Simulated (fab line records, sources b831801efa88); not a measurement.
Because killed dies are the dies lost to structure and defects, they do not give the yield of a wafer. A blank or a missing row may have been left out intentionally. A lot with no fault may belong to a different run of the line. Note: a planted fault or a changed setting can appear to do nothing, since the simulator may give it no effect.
The tool behind it: which one?	flow sky130	9 lots, 27 wafers sampled, at 6 steps of a route of 708

== WHAT EACH GAUGE READ, for each wafer ==
SKY_CAPM_RS_MEAS_03: the measuring method here is four-point-probe. Usual: for CAPM_TIN_RS the level is 6.95 ohm/sq and the standard deviation is 0.079.
lot	measured	on	CAPM_TIN_RS (ohm/sq)	flag
L780	day 36 08:14	film_metro-03	7.12 7.12 7.18	
L790	day 39 13:25	film_metro-02	6.90 6.90 6.19	OFF
L793	day 40 07:59	film_metro-01	6.89 6.85 6.90	
L794	day 40 20:46	film_metro-03	7.00 7.04 7.03	
L795	day 41 02:03	film_metro-03	6.98 6.95 6.97	
L800	day 42 09:01	film_metro-01	6.88 6.83 6.86	
L801	day 42 19:58	film_metro-03	6.94 6.88 6.98	
L802	day 42 22:26	film_metro-02	7.00 6.96 6.98	
L803	day 43 13:15	film_metro-01	6.88 6.87 6.87	

SKY_CAPM_THK_MEAS_04: measures by xrf. Usual: for CAPM_TIN_THK the level is 196.6 nm and the standard deviation is 2.3.
lot	measured	on	CAPM_TIN_THK (nm)	flag
L780	day 36 08:22	film_metro-03	191.5 191.1 189.1	
L790	day 39 13:32	film_metro-02	197.2 198.8 219.8	OFF
L793	day 40 08:05	film_metro-01	198.0 199.1 197.6	
L794	day 40 20:53	film_metro-03	194.9 193.9 194.9	
L795	day 41 02:10	film_metro-03	195.2 196.9 196.0	
L800	day 42 09:08	film_metro-01	199.9 201.0 200.9	
L801	day 42 20:05	film_metro-03	196.3 196.8 195.3	
L802	day 42 22:33	film_metro-02	194.2 195.4 194.6	
L803	day 43 13:22	film_metro-01	198.9 200.2 199.2	

SKY_CAPM_OVL_MEAS_12. Usual: for CAPM_OVL the level is 0.1 nm and the standard deviation is 1.7.
lot	measured	on	CAPM_OVL (nm)	flag
L780	day 37 10:13	overlay-01	-0.3 0.1 0.9	
L790	day 40 13:51	overlay-02	1.1 -1.1 0.0	
L793	day 41 08:15	overlay-01	0.6 -0.2 1.4	
L794	day 41 20:50	overlay-01	0.7 2.6 1.3	
L795	day 42 01:18	overlay-02	3.0 1.4 0.3	
L800	day 43 07:40	overlay-02	0.2 -2.8 -1.9	
L801	day 43 19:11	overlay-01	0.2 3.6 -2.0	
L802	day 43 21:41	overlay-01	1.0 0.6 1.0	
L803	day 44 11:50	overlay-01	1.2 1.0 0.3	

== EACH LOT AND THE TOOL THAT RAN IT (in order: tool; ch and the chambers of the sampled wafers; start) ==
lot	SKY_METAL1_METAL_ETCH_19	SKY_METAL3_SPUTTER_01	SKY_CAPM_SPUTTER_02
L780	rie_metal-04 ch 0,1, day 32 19:35	pvd_sputter-01, day 36 07:55	pvd_sputter-04, day 36 08:08
L790	rie_metal-04 ch 0, day 36 02:21	pvd_sputter-01, day 39 13:05	pvd_sputter-02, day 39 13:17
L793	rie_metal-02 ch 0,1, day 36 22:20	pvd_sputter-04, day 40 07:38	pvd_sputter-01, day 40 07:51
L794	rie_metal-04 ch 1, day 37 10:55	pvd_sputter-01, day 40 20:27	pvd_sputter-04, day 40 20:40
L795	rie_metal-01 ch 0,1, day 37 17:17	pvd_sputter-03, day 41 01:41	pvd_sputter-04, day 41 01:55
L800	rie_metal-02 ch 0,1, day 39 01:56	pvd_sputter-04, day 42 08:41	pvd_sputter-02, day 42 08:55
L801	rie_metal-02 ch 0,1, day 39 13:58	pvd_sputter-01, day 42 19:38	pvd_sputter-04, day 42 19:50
L802	rie_metal-02 ch 0, day 39 17:07	pvd_sputter-04, day 42 22:07	pvd_sputter-02, day 42 22:19
L803	rie_metal-02 ch 0, day 40 08:22	pvd_sputter-04, day 43 12:56	pvd_sputter-02, day 43 13:08
- SKY_METAL1_METAL_ETCH_19: etches the open film in Cl2/BCl3, stops on SiO2, target depth 360 nm, time 78 s.
- SKY_METAL3_SPUTTER_01: material TiN, target thk 20 nm, time 16.7 s.
- SKY_CAPM_SPUTTER_02: material TiN, target thk 200 nm, time 166.7 s.

== WHAT THE TOOLS THEMSELVES READ (means of the sampled wafers that have a number; where no wafer has one, the mark that the record gives instead) ==
SKY_METAL1_METAL_ETCH_19. Usual: drypump_motor_current_A 6.0 A, standard deviation 0.38; oes_product_au 0.855 a.u., standard deviation 0.0063; throttle_valve_pct 22.264 %, standard deviation 0.0081.
lot	tool	drypump_motor_current_A (A)	oes_product_au (a.u.)	throttle_valve_pct (%)	flag
L780	rie_metal-04	5.7	0.849	22.271	
L790	rie_metal-04	5.8	0.851	22.265	
L793	rie_metal-02	6.0	0.849	22.263	
L794	rie_metal-04	5.4	0.844	22.258	
L795	rie_metal-01	6.2	0.854	22.263	
L800	rie_metal-02	6.1	0.856	22.258	
L801	rie_metal-02	6.0	0.854	22.269	
L802	rie_metal-02	5.8	0.852	22.254	
L803	rie_metal-02	5.8	0.856	22.266	

SKY_METAL3_SPUTTER_01. Usual: chamber_pressure_pa 0.4001 Pa, standard deviation 0.00097; throttle_valve_pct 29.5 %, standard deviation 1.3.
lot	tool	chamber_pressure_pa (Pa)	throttle_valve_pct (%)	flag
L780	pvd_sputter-01	0.4000	28.6	
L790	pvd_sputter-01	0.4002	28.0	
L793	pvd_sputter-04	0.4004	30.6	
L794	pvd_sputter-01	0.4003	28.5	
L795	pvd_sputter-03	0.4005	30.4	
L800	pvd_sputter-04	0.4000	30.5	
L801	pvd_sputter-01	0.4005	29.0	
L802	pvd_sputter-04	0.4000	30.6	
L803	pvd_sputter-04	0.4006	29.6	

SKY_CAPM_SPUTTER_02. Usual: chamber_pressure_pa 0.4000 Pa, standard deviation 0.00078; throttle_valve_pct 29.2 %, standard deviation 1.1.
lot	tool	chamber_pressure_pa (Pa)	throttle_valve_pct (%)	flag
L780	pvd_sputter-04	0.3994	30.5	
L790	pvd_sputter-02	0.4003	29.0	
L793	pvd_sputter-01	0.3991	29.0	
L794	pvd_sputter-04	0.3995	30.5	
L795	pvd_sputter-04	0.4001	30.7	
L800	pvd_sputter-02	0.3999	28.4	
L801	pvd_sputter-04	0.4000	29.7	
L802	pvd_sputter-02	0.3997	29.0	
L803	pvd_sputter-02	0.3998	28.4	

== THE ANSWER, worked out from the rows above alone ==
Rule: take the mean of a lot's wafers that have a number; if it is more than 3 standard deviations from the usual mean, the lot is off. A lot without any number at a reading at which 4 lots or more have one is off too. The other lots that the step has rows for count as sound. Order of review: gauges by route order, followed by the tools' own readings, for which a lot's mean as printed above is used. At the first step where some lot is off, the reading lying furthest off is the one used; lots without a number count as furthest.
Off: at SKY_CAPM_RS_MEAS_03 (CAPM_TIN_RS), L790.
A tool fits if, at a process step before that reading, it ran every lot that is off, and no sound lot after the first of them. Those tools and the gauges at SKY_CAPM_RS_MEAS_03 are tried in the same way. No candidate that was tried fits.

== WHAT THE SIMULATOR HAD INSERTED ==
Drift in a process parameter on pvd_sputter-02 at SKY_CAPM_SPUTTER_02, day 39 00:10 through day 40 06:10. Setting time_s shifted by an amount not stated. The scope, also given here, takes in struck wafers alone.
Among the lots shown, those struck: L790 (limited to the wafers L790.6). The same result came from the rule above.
